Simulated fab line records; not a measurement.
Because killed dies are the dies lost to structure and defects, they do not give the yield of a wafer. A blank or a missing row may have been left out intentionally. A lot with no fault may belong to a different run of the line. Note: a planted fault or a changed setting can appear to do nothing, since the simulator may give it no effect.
Problem report in the 8D (eight disciplines) form, filled by code | flow sky130 | the parts of the form that need people (team, actions taken, sign-off) are left out

1. THE PROBLEM
developer-temp-C at SKY_METAL3_DEVELOP_12 reads a mean of 21.64 C on 6 wafers of 2 lots; wafers without a fault read 21.01 C with a standard deviation of 0.11. Measured from the usual mean, that is +5.7 standard deviations.
The step: develop time 60 s.
First seen on wafer L166.1, day 41 19:00, on litho-track-01. The record holds 36 wafers of 12 lots with a number at this step. By rule, "out" or "out of limits" means more than 4 standard deviations away from the usual mean. The rest of the wafers with a number are treated as sound.

2. WHAT IT IS, WHAT IT ISN'T
question                    | is                     | is not
which readings at this step | developer-temp-C       | -
which lots                  | L166, L167             | L155, L156, L157, L168, L169, L171, L174, L175, L177, L178
which wafers of those lots  | all that have a number | -
read on which tools         | litho-track-01         | litho-track-02, litho-track-03
when                        | from day 41 19:00      | up to then (9 sound wafers); but 21 sound wafers of L168, L169, L171, L174, L175, L177, L178 came after

3. WHAT RULES OUT EACH SUSPECT
Counting: a tool at a process step up to the reading stays a suspect if it ran every lot that is out and no sound lot after the first of them.
- litho-track-01 at SKY_METAL3_DEVELOP_12 (develop time 60 s): ruled out as a lasting fault. Sound lots L177 ran on it after its first lot that is out, L166 (day 41 19:00).
Left after counting: nothing in the record.

4. THE CAUSE (what the simulator had put in)
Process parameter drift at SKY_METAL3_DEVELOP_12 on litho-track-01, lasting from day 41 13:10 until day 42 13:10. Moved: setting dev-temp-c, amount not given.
Counting ruled it out, wrongly.

5. SEQUENCE OF EFFECTS, ordered by route
Rows list readings where the struck wafers' mean (over those with a number) sits beyond 3 standard deviations from the usual. Only readings for which the record gives a usual standard deviation are gone through. hours: the time from each lot's start at the first step in this table that gives one to its start at this step, as a median over the lots. sigmas: the change in usual standard deviations.
hours | step                  | reading          | usual   | on struck wafers | change | sigmas
0     | SKY_METAL3_DEVELOP_12 | developer-temp-C | 21.01 C | 21.64            | +0.63  | +5.7
Its process steps:
- SKY_METAL3_DEVELOP_12: develop time 60 s.
Later measuring or inspecting steps at which every struck wafer that the step has a row for has a number for every such reading, and none has moved that far: SKY_METAL3_OVL_MEAS_14.

6. HOW IT WOULD HAVE BEEN CAUGHT EARLIER
6 hours passed between the start of the fault at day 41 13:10 and the first reading out of limits in this record, taken at day 41 19:00.
